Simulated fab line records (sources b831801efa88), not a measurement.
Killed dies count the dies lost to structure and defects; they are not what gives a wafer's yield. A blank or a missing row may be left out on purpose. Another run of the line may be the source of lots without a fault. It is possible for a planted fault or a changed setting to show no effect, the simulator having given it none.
Problem report in the 8D (eight disciplines) form, filled by code | flow sky130 | the parts of the form that need people (team, actions taken, sign-off) are left out

## 1. THE PROBLEM
Mean VT_ADJUST_NCORE_TW at SKY_VT_ADJUST_NCORE_TW_MEAS_11: 117.5 over 6 wafers in 2 lots; fault-free wafers: 219.0, standard deviation 1.9. Measured from the usual mean, that is -53 standard deviations.
First seen on wafer L206.2, day 11 10:26, on film_metro-03. The record holds 36 wafers of 12 lots with a number at this step. Rule for "out", or "out of limits": more than 4 standard deviations from the usual mean. The rest of the wafers with a number are treated as sound.

## 2. WHAT IT IS, WHAT IT ISN'T
question                    | is                           | is not
which readings at this step | VT_ADJUST_NCORE_TW           | -
which lots                  | L206, L208                   | L198, L199, L200, L201, L212, L214, L216, L217, L220, L221
which wafers of those lots  | all that have a number       | -
read on which gauges        | film_metro-02, film_metro-03 | film_metro-01
when                        | from day 11 10:26            | up to then (12 sound wafers); but 18 sound wafers of L212, L214, L216, L217, L220, L221 came after

## 3. SUSPECTS, AND WHAT RULES EACH OUT
Counting: any tool at a process step up to the reading is kept as a suspect provided that every lot that is out went through it and no sound lot did after the first of them.
- the gauge at SKY_VT_ADJUST_NCORE_TW_MEAS_11: ruled out. Those wafers that are out were read across 2 gauges (film_metro-02, film_metro-03).
- implanter-04 at SKY_VT_ADJUST_NCORE_IMPLANT_09: ruled out as a lasting fault. Following L206 (day 11 10:13), the first lot on it that is out, the sound lots L221 were run on it.
Left after counting: nothing in the record.

## 4. THE CAUSE (what the simulator had put in)
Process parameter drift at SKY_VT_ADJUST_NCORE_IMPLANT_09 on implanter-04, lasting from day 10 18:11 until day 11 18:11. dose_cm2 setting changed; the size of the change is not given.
It was ruled out by counting, in error; the rule expects a fault to strike all lots run on its tool from its start on, and this fault did not.

## 5. THE CHAIN OF EFFECTS, in route order
Each row: a reading where the mean over the struck wafers with a number is more than 3 standard deviations away from the usual. Scope: only readings with a usual standard deviation given in the record; hours: median across lots of the time from each lot's start at the first step in this table that gives one to its start at this step; sigmas: change in usual standard deviations.
hours | step                           | reading            | usual      | on struck wafers | change      | sigmas
0     | SKY_VT_ADJUST_NCORE_IMPLANT_09 | dose_ions_cm2      | 2.3995e+12 | 2.4073e+11       | -2.1588e+12 | -99 or more
0     | SKY_VT_ADJUST_NCORE_IMPLANT_09 | faraday_current_uA | 13.53      | 1.36             | -12.16      | -47
0     | SKY_VT_ADJUST_NCORE_TW_MEAS_11 | VT_ADJUST_NCORE_TW | 219.0      | 117.5            | -101.5      | -53
It contains these process steps:
- SKY_VT_ADJUST_NCORE_IMPLANT_09

## 6. WHAT WOULD HAVE CAUGHT IT SOONER
The first out-of-limits reading at a measuring or inspecting step in this record came at day 11 10:26, 16 hours after the fault's start at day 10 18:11.
At SKY_VT_ADJUST_NCORE_IMPLANT_09, the tool's own readings (dose_ions_cm2, faraday_current_uA) were out on each struck wafer the step has a row for, so an alarm limit on them would have fired on the first such wafer.
